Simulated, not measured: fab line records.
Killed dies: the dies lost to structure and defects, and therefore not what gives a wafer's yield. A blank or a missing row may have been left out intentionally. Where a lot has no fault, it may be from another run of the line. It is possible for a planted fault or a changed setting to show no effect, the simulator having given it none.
The same fault as seen by 2 desks / flow gf180mcu / only its own numbers are on each desk; what lay behind them is given at the end

## METROLOGY DESK
What the gauges read, lot by lot, whatever tool the lot ran on: means of the sampled wafers that have a number. Any lot whose mean is over 4 standard deviations away from the usual mean is out of limits and marked OUT; that distance is given in the brackets.
Columns: A = cd-nm at GF_V3_CD_MEAS_14, usual 260.2 nm; B = V4_W_RS at GF_V4_RS_MEAS_24, usual 0.328 ohm/sq; C = TOP_METAL_ALCU_RS at GF_TOP_METAL_RS_MEAS_05, usual 0.0329 ohm/sq; D = TOP_METAL_ALCU_THK at GF_TOP_METAL_THK_MEAS_06, usual 911 nm
lot=L257; first seen here=day 22 13:43; A=260.1; B=0.321; C=0.0332; D=900
lot=L260; first seen here=day 23 12:55; A=262.6; B=0.328; C=0.0329; D=916
lot=L262; first seen here=day 24 09:34; A=258.7; B=0.326; C=0.0323; D=930
lot=L263; first seen here=day 24 11:49; A=260.8; B=0.331; C=0.0327; D=919
lot=L264; first seen here=day 25 01:24; A=260.8; B=0.331; C=0.0329; D=912
lot=L265; first seen here=day 25 09:03; A=260.7; B=0.335; C=0.0332; D=894
lot=L268; first seen here=day 26 04:24; A=260.7; B=0.335; C=0.0343; D=874
lot=L276; first seen here=day 28 17:19; A=262.2; B=0.326; C=0.0333; D=897
lot=L278; first seen here=day 29 05:27; A=260.7; B=0.331; C=0.0331; D=909
lot=L279; first seen here=day 29 13:31; A=258.9; B=0.334; C=0.0331; D=909
lot=L280; first seen here=day 29 15:49; A=259.4; B=0.325; C=0.0321; D=939
This desk's finding: nothing out of limits on any of the 11 lots.

## AT THE TOOL OWNER'S DESK: pvd-sputter-03
The tool's own readings at GF_TOP_METAL_SPUTTER_02 (material AlCu, target thk 900 nm, time 47.82 s): means of the sampled wafers that have a number, for each lot that ran on this tool. Any lot whose mean is over 4 standard deviations away from the usual mean is out of limits and marked OUT; that distance is given in the brackets.
Columns: A = throttle-valve-pct at GF_TOP_METAL_SPUTTER_02, usual 30.1 %
lot=L257; first seen here=day 27 09:15; A=30.2
lot=L260; first seen here=day 28 07:02; A=30.1
lot=L264; first seen here=day 29 14:55; A=30.1
lot=L268; first seen here=day 30 15:16; A=30.3
lot=L278; first seen here=day 33 04:05; A=30.0
This desk's finding: nothing out of limits on any of the 5 lots.

## ALL TOGETHER
At the metrology desk, nothing out of limits was observed.
The tool owner's desk saw nothing out of limits.

## WHAT THE SIMULATOR HAD INSERTED
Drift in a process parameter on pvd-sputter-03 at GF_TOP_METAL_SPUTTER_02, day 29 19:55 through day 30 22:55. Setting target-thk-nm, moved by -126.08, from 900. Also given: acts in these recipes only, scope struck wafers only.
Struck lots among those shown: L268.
